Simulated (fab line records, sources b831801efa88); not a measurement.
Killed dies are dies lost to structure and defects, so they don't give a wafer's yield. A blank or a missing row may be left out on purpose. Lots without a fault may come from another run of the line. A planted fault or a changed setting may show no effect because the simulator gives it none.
Chamber matching | flow gf180mcu | GF_MIM_CVD_05 on pecvd-04: 3 sister chambers
The step deposits Si3N4, target thk 42 nm, time 29.086 s. 18 wafers are shown with their chamber, then 9 later ones without.

WAFERS WITH THEIR CHAMBER
wafer  | chamber | heater_power_w (W)
L076.1 | 1       | 757
L076.2 | 0       | 693
L076.5 | 0       | 683
L079.1 | 2       | 654
L079.2 | 1       | 760
L079.3 | 0       | 691
L079.4 | 2       | 654
L079.5 | 1       | 742
L079.6 | 0       | 683
L080.1 | 2       | 672
L080.2 | 0       | 626
L080.5 | 1       | 820
L086.2 | 2       | 615
L086.3 | 1       | 797
L086.6 | 0       | 685
L087.2 | 0       | 658
L087.3 | 2       | 701
L087.4 | 2       | 712

SIGNATURES (means of the wafers above)
reading        | chamber 0 | chamber 1 | chamber 2 | scatter within a chamber
heater_power_w | 674.14    | 775.20    | 668.00    | 30.4
Rule: a wafer's distance from a chamber is the root of the sum, over the readings, of the square of ((its reading less the chamber's mean) divided by the reading's scatter). The wafer belongs to the nearest chamber; if the next one is less than 2 further off, it can't be placed. The scatter: the root of (the sum of the squares of (reading less its chamber's mean) over the shown wafers, divided by (wafers less chambers)).

WAFERS WITHOUT THEIR CHAMBER
wafer  | heater_power_w (W)
L089.1 | 611
L089.2 | 788
L089.4 | 788
L092.4 | 828
L092.5 | 722
L092.6 | 640
L091.1 | 818
L091.2 | 647
L091.6 | 680

WHICH CHAMBER EACH WENT THROUGH
wafer  | from the rows above          | in truth
L089.1 | can't be placed: 2 or 0      | 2
L089.2 | 1                            | 1
L089.4 | 1                            | 1
L092.4 | 1                            | 1
L092.5 | can't be placed: 0 or 1 or 2 | 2
L092.6 | can't be placed: 2 or 0      | 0
L091.1 | 1                            | 1
L091.2 | can't be placed: 2 or 0      | 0
L091.6 | can't be placed: 0 or 2      | 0
Placed correctly: 4 of 9. Can't be placed from these rows: 5 (the true chamber is among the candidates in 5). Placed wrongly: 0.
